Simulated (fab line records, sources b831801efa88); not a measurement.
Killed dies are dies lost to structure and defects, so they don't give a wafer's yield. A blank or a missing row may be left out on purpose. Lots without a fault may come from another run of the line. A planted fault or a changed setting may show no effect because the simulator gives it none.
Split-lot experiment | flow gf180mcu | 5 lots, 23 wafers read, on a route of 602 steps

THE SPLIT
At GF_VT_IMPLANT_COAT_13 (resist thk 1000 nm), the setting spin_rpm was moved away from the recipe's 3000 rpm on 9 of the 23 wafers read, by -6.1% to +2.0%. The other wafers ran this setting at the recipe's value.

The reading is taken at the split's own step.

THE READING
NOVOLAK_of_VT_IMPLANT_COAT_13.thk_nm (the simulator's own value, which no gauge read), in nm, at GF_VT_IMPLANT_COAT_13 (resist thk 1000 nm). The file gives no usual value for it. The 14 wafers here that ran the recipe average 1000.3 nm, standard deviation 2.6 nm.

wafer  | tool, chamber at the split | spin_rpm as run, rpm | against the recipe | NOVOLAK_of_VT_IMPLANT_COAT_13.thk_nm, nm | against lot-mates on the recipe
L074.1 | litho_track-02, 0          | 3000                 | recipe             | 998.7                                    | -
L074.2 | litho_track-02, 0          | 3061                 | +2.0%              | 988.4                                    | -10.0
L074.3 | litho_track-02, 0          | 3061                 | +2.0%              | 984.8                                    | -13.6
L074.5 | litho_track-02, 0          | 3000                 | recipe             | 997.3                                    | -
L074.6 | litho_track-02, 0          | 3000                 | recipe             | 999.1                                    | -
L075.1 | litho_track-03, 0          | 2872                 | -4.3%              | 1021                                     | +21.2
L075.2 | litho_track-03, 0          | 2872                 | -4.3%              | 1022                                     | +22.2
L075.3 | litho_track-03, 0          | 3000                 | recipe             | 1001                                     | -
L075.5 | litho_track-03, 0          | 3000                 | recipe             | 1001                                     | -
L075.6 | litho_track-03, 0          | 3000                 | recipe             | 997.4                                    | -
L076.1 | litho_track-04, 0          | 3000                 | recipe             | 1007                                     | -
L076.3 | litho_track-04, 0          | 2855                 | -4.8%              | 1030                                     | +24.5
L076.4 | litho_track-04, 0          | 2855                 | -4.8%              | 1033                                     | +27.5
L076.5 | litho_track-04, 0          | 2855                 | -4.8%              | 1031                                     | +25.5
L076.6 | litho_track-04, 0          | 3000                 | recipe             | 1004                                     | -
L081.1 | litho_track-03, 0          | 2816                 | -6.1%              | 1033                                     | +33.4
L081.2 | litho_track-03, 0          | 3000                 | recipe             | 998.5                                    | -
L081.3 | litho_track-03, 0          | 2816                 | -6.1%              | 1035                                     | +35.4
L081.4 | litho_track-03, 0          | 3000                 | recipe             | 999.4                                    | -
L081.6 | litho_track-03, 0          | 3000                 | recipe             | 1001                                     | -
L084.1 | litho_track-02, 0          | 3000                 | recipe             | 1002                                     | -
L084.3 | litho_track-02, 0          | 3000                 | recipe             | 999.9                                    | -
L084.4 | litho_track-02, 0          | 3000                 | recipe             | 997.7                                    | -

THE FIT
A straight line over all 23 wafers: NOVOLAK_of_VT_IMPLANT_COAT_13.thk_nm changes by -5.84 nm for each +1% of spin_rpm; r = -0.98; the points scatter about the line by 2.9 nm.
The same after taking each lot's own level away (the mean of its wafers on the recipe; 23 wafers): -5.45 nm for each +1%; r = -0.99; scatter 1.5 nm.
On that fit, the largest move of spin_rpm shifts the reading by 33 nm.
The lots' own levels span 998.37 to 1005.50 nm, that is 2.7 times the standard deviation above.
So the lot-to-lot level changes the slope little: the two slopes agree.
Check: with one of the wafers moved furthest among these (-6.1%) left out of the fit, the line predicts +33.2 nm for it against its lot-mates. It came out at +33.4 nm against them.

OTHER SPLITS ON THESE WAFERS
These wafers also went through other splits before the reading. Each is held against what the fit with the lots' levels taken away leaves over:
other split on the same wafers      | wafers away from the commonest value | r with NOVOLAK_of_VT_IMPLANT_COAT_13.thk_nm (lot level and that fit taken away)
GF_STI_COAT_07 resist_thk_nm        | 9                                    | +0.20
GF_STI_ETCH_14 time_s               | 11                                   | -0.24
GF_DNWELL_COAT_02 spin_rpm          | 8                                    | +0.05
GF_DNWELL_EXPOSE_04 dose_mj         | 8                                    | -0.14
GF_NWELL_COAT_02 resist_thk_nm      | 6                                    | -0.28
GF_NWELL_STRIP_10 o2_flow_sccm      | 6                                    | +0.28
GF_LVPWELL_IMPLANT_09 energy_kev    | 11                                   | -0.11
GF_MVSD_IMPLANT_09 energy_kev       | 8                                    | +0.12
GF_MVSD_STRIP_10 o2_flow_sccm       | 11                                   | +0.23
GF_MVPSD_IMPLANT_09 dose_cm2        | 8                                    | +0.05
GF_VT_IMPLANT_COAT_02 resist_thk_nm | 7                                    | +0.12

THE WHOLE CHAIN: every reading that the file lists as answering this split, in the file's order
step                   | what it does       | reading                                                                               | change (the file's fit)              | r (the file's)
GF_VT_IMPLANT_COAT_13  | resist thk 1000 nm | NOVOLAK_of_VT_IMPLANT_COAT_13.thk_nm (the simulator's own value, which no gauge read) | -5.44 nm for each +1% of the setting | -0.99
GF_VT_IMPLANT_STRIP_20 | strips in O2/N2    | strip_time_to_endpoint_s                                                              | withheld for each +1% of the setting | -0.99

THE FILE'S OWN FIT
NOVOLAK_of_VT_IMPLANT_COAT_13.thk_nm changes by -5.44 nm for each +1% of spin_rpm, r = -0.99.
